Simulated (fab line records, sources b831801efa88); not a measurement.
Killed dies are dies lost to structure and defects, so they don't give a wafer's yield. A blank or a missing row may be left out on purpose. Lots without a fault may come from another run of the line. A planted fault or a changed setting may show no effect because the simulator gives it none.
fab line records | flow gf180mcu
record lots=14 wafers=42 last_day=34
route steps=602 shown DUAL_GATE@143 V1@357 M2@377 V2@397
lots that met no fault: from a run of the same line without faults
start_h: hours from the record's first day to the start of the lot's first wafer shown | wait_h: hours since the lot's step before | " the same as in the row above | L1.1+2: a row that stands for several wafers | - no value, or no start given | * or withheld: withheld | < > ~ a bound
route shown NAME@n: a module of which the file shows steps, and the number in the route of the first | usual: mean/standard deviation of fault-free wafers | same: alike in all rows | chamber/n: place in a boat | sites: the reading at each site | _std_site: their standard deviation | _edge_site: outer sites' mean less inner sites' | radius_mm: how far each site lies from the wafer's centre | mask NAME#n: copy n | behind: the tool/chamber that last shaped the wafer | hold: why the lot was held/for how many hours/how that ended | device: the transistor (n, p or np) that didn't switch | end of line: the same wafers' tests at the end of the route | a step without rows: its recipe alone | killed: dies lost to structure and defects at the first sort, not the wafer's yield | map: a wafer's dies, x killed, . not, _ none there
set.NAME: the setting as run; set.NAME@STEP: as run at that earlier step | model.NAME: the simulator's own value behind a step, which no gauge read
steps of the route over a sample of lots; a table a step, a row a wafer
services: from which hour (start_h, from the record's first day; less than 0 if before it) a tool's chamber was out of use, for how many hours, and why
## steps
# step GF_DUAL_GATE_OXIDATION_02
# recipe temp_c=900 ambient=O2 stabilise_s=600 purge_s=300 target_thk_a=108.87 ox_time_s=1602
# usual ox_temp_c_max=905.0/0.88
# columns lot.wafer tool chamber start_h wait_h ox_temp_c_max
L915.2 furnace-01 0 165.21 0.0 906.9
L915.3 " 0 " " 906.9
L915.6 " 0 " " 905.1
L916.1 furnace-01 0 167.82 0.0 904.6
L916.2 " 0 " " 906.3
L916.5 " 0 " " 906.1
L917.1 furnace-02 0 176.51 1.1 904.5
L917.4 " 0 " " 903.5
L917.6 " 0 " " 903.4
L918.3 furnace-01 0 184.98 0.0 906.4
L918.4 " 0 " " 906.4
L918.6 " 0 " " 905.9
L920.3 furnace-02 0 196.64 0.0 904.3
L920.4 " 0 " " 903.6
L920.6 " 0 " " 905.6
L922.1 furnace-02 0 209.18 0.7 905.0
L922.2 " 0 " " 905.9
L922.5 " 0 " " 906.4
L923.2 furnace-02 0 217.81 0.9 904.1
L923.3 " 0 " " 903.2
L923.4 " 0 " " 905.1
L925.1 furnace-02 0 232.76 0.6 903.2
L925.2 " 0 " " 905.2
L925.5 " 0 " " 904.3
L931.2 furnace-01 0 279.02 3.2 904.8
L931.4 " 0 " " 905.2
L931.6 " 0 " " 904.9
L932.2 furnace-01 0 285.79 6.3 904.9
L932.4 " 0 " " 905.9
L932.6 " 0 " " 907.3
L934.2 furnace-01 0 296.85 3.5 905.1
L934.4 " 0 " " 904.9
L934.5 " 0 " " 904.7
L935.1 furnace-01 0 302.06 3.0 904.8
L935.2 " 0 " " 906.1
L935.3 " 0 " " 903.9
L936.4 furnace-01 0 307.85 3.4 905.6
L936.5 " 0 " " 906.1
L936.6 " 0 " " 904.4
L937.1 furnace-01 0 317.46 1.8 905.0
L937.3 " 0 " " 903.3
L937.5 " 0 " " 904.2
# step GF_DUAL_GATE_THK_MEAS_03
# recipe reads=SiO2_of_DUAL_GATE_OXIDATION_02
# usual DUAL_GATE_OXIDATION_00_THK=10.84/0.25
# columns lot.wafer tool chamber start_h wait_h DUAL_GATE_OXIDATION_00_THK[nm]
L915.2 film_metro-04 - 166.66 0.0 10.91
L915.3 " - " " 10.87
L915.6 " - " " 10.74
L916.1 film_metro-02 - 169.26 0.0 10.62
L916.2 " - " " 10.71
L916.5 " - " " 10.70
L917.1 film_metro-03 - 177.96 0.0 10.84
L917.4 " - " " 10.99
L917.6 " - " " 11.02
L918.3 film_metro-04 - 186.44 0.0 10.99
L918.4 " - " " 10.70
L918.6 " - " " 10.78
L920.3 film_metro-03 - 198.10 0.0 11.29
L920.4 " - " " 11.25
L920.6 " - " " 11.18
L922.1 film_metro-04 - 210.63 0.0 11.09
L922.2 " - " " 11.08
L922.5 " - " " 11.20
L923.2 film_metro-03 - 219.27 0.0 12.19
L923.3 " - " " 12.29
L923.4 " - " " 12.27
L925.1 film_metro-02 - 234.21 0.0 12.24
L925.2 " - " " 12.25
L925.5 " - " " 12.16
L931.2 film_metro-02 - 280.47 0.0 11.00
L931.4 " - " " 10.92
L931.6 " - " " 10.69
L932.2 film_metro-04 - 287.30 0.1 11.29
L932.4 " - " " 11.16
L932.6 " - " " 11.15
L934.2 film_metro-04 - 298.30 0.0 11.07
L934.4 " - " " 11.25
L934.5 " - " " 11.29
L935.1 film_metro-04 - 303.51 0.0 10.98
L935.2 " - " " 11.12
L935.3 " - " " 11.15
L936.4 film_metro-04 - 309.32 0.0 10.62
L936.5 " - " " 10.69
L936.6 " - " " 10.61
L937.1 film_metro-04 - 318.90 0.0 11.16
L937.3 " - " " 11.03
L937.5 " - " " 11.11
# step GF_V1_SPUTTER_22
# recipe material=TiN target_thk_nm=10 chamber_pressure_pa=5 power_w=4000 time_s=40
# usual throttle_valve_pct=29.6/0.9
# columns lot.wafer tool chamber start_h wait_h throttle_valve_pct
L915.2 pvd_sputter-01 - 417.01 0.0 30.7
L915.3 " - " " 30.9
L915.6 " - " " 29.0
L916.1 pvd_sputter-03 - 420.51 0.0 30.2
L916.2 " - " " 30.3
L916.5 " - " " 30.1
L917.1 pvd_sputter-02 - 430.59 0.0 29.4
L917.4 " - " " 28.0
L917.6 " - " " 30.0
L918.3 pvd_sputter-02 - 443.15 0.0 29.1
L918.4 " - " " 29.3
L918.6 " - " " 28.1
L920.3 pvd_sputter-02 - 460.06 0.0 30.0
L920.4 " - " " 28.1
L920.6 " - " " 29.7
L922.1 pvd_sputter-02 - 479.67 0.0 29.6
L922.2 " - " " 28.1
L922.5 " - " " 29.7
L923.2 pvd_sputter-01 - 493.32 0.0 28.3
L923.3 " - " " 29.1
L923.4 " - " " 30.4
L925.1 pvd_sputter-02 - 514.62 0.0 29.0
L925.2 " - " " 28.9
L925.5 " - " " 30.1
L931.2 pvd_sputter-03 - 576.15 0.0 30.2
L931.4 " - " " 30.1
L931.6 " - " " 30.5
L932.2 pvd_sputter-03 - 581.16 0.0 30.0
L932.4 " - " " 30.0
L932.6 " - " " 30.2
L934.2 pvd_sputter-02 - 588.05 0.0 29.3
L934.4 " - " " 29.3
L934.5 " - " " 30.2
L935.1 pvd_sputter-02 - 592.33 0.0 27.7
L935.2 " - " " 29.5
L935.3 " - " " 29.9
L936.4 pvd_sputter-03 - 600.10 0.0 30.1
L936.5 " - " " 30.6
L936.6 " - " " 29.7
L937.1 pvd_sputter-02 - 609.76 0.0 30.1
L937.3 " - " " 29.2
L937.5 " - " " 29.9
# step GF_M2_OVL_MEAS_15
# usual M2_OVL=-3/5.2
# columns lot.wafer tool chamber start_h wait_h M2_OVL[nm]
L915.2 overlay-01 - 442.04 0.1 6
L915.3 " - " " -3
L915.6 " - " " 4
L916.1 overlay-01 - 445.11 0.1 -12
L916.2 " - " " -2
L916.5 " - " " -14
L917.1 overlay-01 - 455.44 0.1 -3
L917.4 " - " " -2
L917.6 " - " " -3
L918.3 overlay-01 - 469.20 0.1 -3
L918.4 " - " " -3
L918.6 " - " " -5
L920.3 overlay-01 - 485.20 0.1 -7
L920.4 " - " " -2
L920.6 " - " " -6
L922.1 overlay-02 - 504.08 0.1 -2
L922.2 " - " " -6
L922.5 " - " " -11
L923.2 overlay-02 - 517.34 0.1 -9
L923.3 " - " " -9
L923.4 " - " " -8
L925.1 overlay-01 - 539.08 0.1 1
L925.2 " - " " 6
L925.5 " - " " 0
L931.2 overlay-02 - 598.87 0.1 -5
L931.4 " - " " -5
L931.6 " - " " -10
L932.2 overlay-02 - 603.34 0.1 4
L932.4 " - " " 9
L932.6 " - " " 0
L934.2 overlay-02 - 610.52 0.1 -5
L934.4 " - " " -4
L934.5 " - " " -11
L935.1 overlay-02 - 613.93 0.1 -8
L935.2 " - " " -9
L935.3 " - " " -10
L936.4 overlay-02 - 622.00 0.1 -5
L936.5 " - " " 0
L936.6 " - " " 0
L937.1 overlay-01 - 631.01 0.1 -1
L937.3 " - " " -3
L937.5 " - " " -6
# step GF_V2_OVL_MEAS_15
# usual V2_OVL=0/4.8
# columns lot.wafer tool chamber start_h wait_h V2_OVL[nm]
L915.2 overlay-02 - 468.19 0.1 9
L915.3 " - " " -1
L915.6 " - " " 4
L916.1 overlay-01 - 471.44 0.1 6
L916.2 " - " " 1
L916.5 " - " " 7
L917.1 overlay-02 - 482.24 0.1 -5
L917.4 " - " " -6
L917.6 " - " " -3
L918.3 overlay-02 - 494.80 0.1 -7
L918.4 " - " " -5
L918.6 " - " " -1
L920.3 overlay-02 - 510.55 0.1 2
L920.4 " - " " 1
L920.6 " - " " 6
L922.1 overlay-02 - 528.66 0.1 1
L922.2 " - " " 5
L922.5 " - " " -1
L923.2 overlay-01 - 541.32 0.1 -1
L923.3 " - " " 2
L923.4 " - " " -2
L925.1 overlay-01 - 562.56 0.1 -5
L925.2 " - " " -6
L925.5 " - " " -2
L931.2 overlay-02 - 620.72 0.1 -1
L931.4 " - " " -2
L931.6 " - " " -3
L932.2 overlay-01 - 625.67 0.1 -6
L932.4 " - " " 1
L932.6 " - " " 0
L934.2 overlay-02 - 632.49 0.1 1
L934.4 " - " " 1
L934.5 " - " " 3
L935.1 overlay-02 - 635.53 0.1 -1
L935.2 " - " " -1
L935.3 " - " " -2
L936.4 overlay-02 - 643.30 0.1 3
L936.5 " - " " 4
L936.6 " - " " 7
L937.1 overlay-02 - 651.66 0.1 -1
L937.3 " - " " 3
L937.5 " - " " 11
## services
# columns tool chamber start_h hours kind
furnace-01 - 144.32 4.3 pm
pvd_sputter-03 - 169.12 1.0 repair
pvd_sputter-02 - 192.34 4.6 repair
furnace-02 - 198.08 3.8 pm
pvd_sputter-03 - 198.45 1.9 repair
pvd_sputter-01 - 210.76 4.4 repair
furnace-02 - 272.67 51.7 pm
pvd_sputter-01 - 288.57 1.9 repair
pvd_sputter-02 - 290.43 24.7 repair
pvd_sputter-01 - 301.03 1.3 repair
furnace-01 - 324.60 5.7 pm
furnace-01 - 330.27 3.8 pm
pvd_sputter-02 - 345.59 2.9 repair
pvd_sputter-03 - 357.68 8.5 repair
furnace-02 - 367.03 4.8 pm
furnace-02 - 389.93 5.0 pm
furnace-01 - 397.33 8.3 pm
furnace-02 - 411.52 3.2 pm
furnace-01 - 426.51 2.9 pm
pvd_sputter-02 - 448.25 4.5 repair
pvd_sputter-02 - 453.21 4.3 repair
furnace-01 - 479.70 3.6 pm
pvd_sputter-02 - 499.35 1.5 repair
furnace-02 - 533.99 3.5 pm
## key
first_sign step=GF_DUAL_GATE_THK_MEAS_03 reading=DUAL_GATE_OXIDATION_00_THK direction=up sigmas=5.6 usual=10.84 struck=12.23
effect none on later readings
met_at GF_DUAL_GATE_OXIDATION_02
struck_lots L923,L925
tester_left_out L923,L925
not_acting_at GF_V1_SPUTTER_22,GF_M2_OVL_MEAS_15,GF_V2_OVL_MEAS_15
onset_between 209.18 217.81
fault kind=process_parameter_drift tool=furnace-02 chamber=- onset_h=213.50 steps=GF_DUAL_GATE_OXIDATION_02 channel=ox_time_s offset=* shape=step end_h=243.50 acts_in=* stated=*
# tester_left_out: of these lots the tester's yield and bins aren't shown, on N5 and GAA mostly nor the transistor test; their killed dies are dies lost to structure and defects alone, not to doping, threshold or leakage, so they don't give the yield
